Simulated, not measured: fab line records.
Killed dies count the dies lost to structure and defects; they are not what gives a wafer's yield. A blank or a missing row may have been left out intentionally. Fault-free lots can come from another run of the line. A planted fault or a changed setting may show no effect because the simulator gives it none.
Chamber matching :: flow sky130 :: cmp-01 running SKY_VIA3_CMP_02: 4 sister chambers
The step polishes SiO2. 8 wafers are shown with their chamber, then 11 later ones without.

WAFERS WITH THEIR CHAMBER
wafer: L081.4
chamber: 2
motor_current_A (A): 12.0
slurry_filter_dp_kPa (kPa): 13.54

wafer: L081.6
chamber: 3
motor_current_A (A): 9.6
slurry_filter_dp_kPa (kPa): 13.37

wafer: L088.4
chamber: 2
motor_current_A (A): 12.9
slurry_filter_dp_kPa (kPa): 13.67

wafer: L089.6
chamber: 0
motor_current_A (A): 12.7
slurry_filter_dp_kPa (kPa): 13.53

wafer: L094.2
chamber: 3
motor_current_A (A): 8.9
slurry_filter_dp_kPa (kPa): 13.49

wafer: L094.3
chamber: 1
motor_current_A (A): 11.6
slurry_filter_dp_kPa (kPa): 13.64

wafer: L094.5
chamber: 0
motor_current_A (A): 13.3
slurry_filter_dp_kPa (kPa): 13.38

wafer: L093.1
chamber: 1
motor_current_A (A): 11.8
slurry_filter_dp_kPa (kPa): 13.40

WAFERS WITHOUT THEIR CHAMBER
wafer: L093.2
motor_current_A (A): 13.1
slurry_filter_dp_kPa (kPa): 13.17

wafer: L093.6
motor_current_A (A): 11.4
slurry_filter_dp_kPa (kPa): 13.55

wafer: L095.1
motor_current_A (A): 13.8
slurry_filter_dp_kPa (kPa): 13.47

wafer: L095.3
motor_current_A (A): 9.6
slurry_filter_dp_kPa (kPa): 13.53

wafer: L095.5
motor_current_A (A): 13.2
slurry_filter_dp_kPa (kPa): 13.51

wafer: L096.1
motor_current_A (A): 10.6
slurry_filter_dp_kPa (kPa): 13.77

wafer: L096.5
motor_current_A (A): 12.9
slurry_filter_dp_kPa (kPa): 13.61

wafer: L096.6
motor_current_A (A): 9.9
slurry_filter_dp_kPa (kPa): 13.61

wafer: L097.2
motor_current_A (A): 13.4
slurry_filter_dp_kPa (kPa): 13.42

wafer: L097.3
motor_current_A (A): 11.6
slurry_filter_dp_kPa (kPa): 13.46

wafer: L097.4
motor_current_A (A): 12.8
slurry_filter_dp_kPa (kPa): 13.54

CHAMBER TAKEN BY EACH
wafer: L093.2
from the rows above: can't be placed: 0 or 2 or 1
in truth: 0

wafer: L093.6
from the rows above: can't be placed: 1 or 2
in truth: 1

wafer: L095.1
from the rows above: can't be placed: 0 or 2
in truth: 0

wafer: L095.3
from the rows above: 3
in truth: 3

wafer: L095.5
from the rows above: can't be placed: 0 or 2
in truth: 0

wafer: L096.1
from the rows above: can't be placed: 1 or 3 or 2
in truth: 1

wafer: L096.5
from the rows above: can't be placed: 2 or 0 or 1
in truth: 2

wafer: L096.6
from the rows above: can't be placed: 3 or 1
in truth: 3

wafer: L097.2
from the rows above: can't be placed: 0 or 2
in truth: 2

wafer: L097.3
from the rows above: can't be placed: 1 or 2
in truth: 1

wafer: L097.4
from the rows above: can't be placed: 0 or 2 or 1
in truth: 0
1 of 11 placed correctly. Cannot be placed on the basis of these rows: 10; the candidates contain the true chamber in 10. Placed wrongly: 0.
How it was worked out, from the rows above alone: a wafer's distance from a chamber is the root of the sum, over the readings, of the square of ((its reading less the chamber's mean) divided by the reading's scatter). The wafer belongs to the nearest chamber; if the next one is less than 2 further off, it can't be placed. For every chamber, the mean is computed from those of its wafers that are shown. The scatter: the root of (the sum of the squares of (reading less its chamber's mean) over the shown wafers, divided by (wafers less chambers)).
